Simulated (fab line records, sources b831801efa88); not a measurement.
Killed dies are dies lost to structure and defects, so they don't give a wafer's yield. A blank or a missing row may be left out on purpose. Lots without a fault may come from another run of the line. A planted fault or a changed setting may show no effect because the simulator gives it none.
One fault seen from 2 desks | flow gf180mcu | each desk has only its own numbers; what lay behind them comes last

THE TOOL OWNER'S DESK: iline_stepper-01
The tool's own readings at GF_DUAL_GATE_EXPOSE_08 (exposes mask Dualgate, target cd 700 nm): means of the sampled wafers that have a number, for each lot that ran on this tool. A lot is out of limits, marked OUT, if its mean lies more than 4 standard deviations from the usual mean; the brackets give that distance.
Columns: A = exposure_dose_mJ_cm2 at GF_DUAL_GATE_EXPOSE_08, usual 140.03; B = focus_offset_nm at GF_DUAL_GATE_EXPOSE_08, usual 0.0 nm
lot  | first seen here | A      | B
L653 | day 7 22:29     | 140.00 | -0.6
L665 | day 11 14:55    | 140.00 | -0.2
L668 | day 12 07:53    | 140.03 | 0.9
L670 | day 12 20:07    | 139.99 | 0.0
L672 | day 13 09:27    | 139.85 | 0.0
L674 | day 14 04:05    | 140.05 | 0.5
L675 | day 14 12:24    | 139.95 | -0.2
This desk's finding: nothing out of limits on any of the 7 lots.

THE METROLOGY DESK
What the gauges read, lot by lot, whatever tool the lot ran on: means of the sampled wafers that have a number. A lot is out of limits, marked OUT, if its mean lies more than 4 standard deviations from the usual mean; the brackets give that distance.
Columns: A = VT_IMPLANT_03_OVL at GF_VT_IMPLANT_OVL_MEAS_40, usual -0.1 nm
lot  | first seen here | A
L653 | day 7 11:59     | 1.1
L657 | day 8 13:57     | -1.2
L661 | day 9 17:00     | -0.8
L662 | day 10 03:48    | 0.1
L663 | day 10 11:15    | 0.5
L665 | day 11 02:58    | 1.1
L666 | day 11 06:03    | -1.8
L667 | day 11 12:33    | -0.1
L668 | day 11 20:03    | 1.3
L669 | day 12 02:35    | -0.8
L670 | day 12 07:11    | 0.9
L671 | day 12 11:47    | 0.6
L672 | day 12 20:47    | -2.2
L674 | day 13 15:11    | 1.1
L675 | day 13 22:35    | -0.9
This desk's finding: nothing out of limits on any of the 15 lots.

PUT TOGETHER
The tool owner's desk saw nothing out of limits.
The metrology desk saw nothing out of limits.

WHAT THE SIMULATOR HAD PUT IN
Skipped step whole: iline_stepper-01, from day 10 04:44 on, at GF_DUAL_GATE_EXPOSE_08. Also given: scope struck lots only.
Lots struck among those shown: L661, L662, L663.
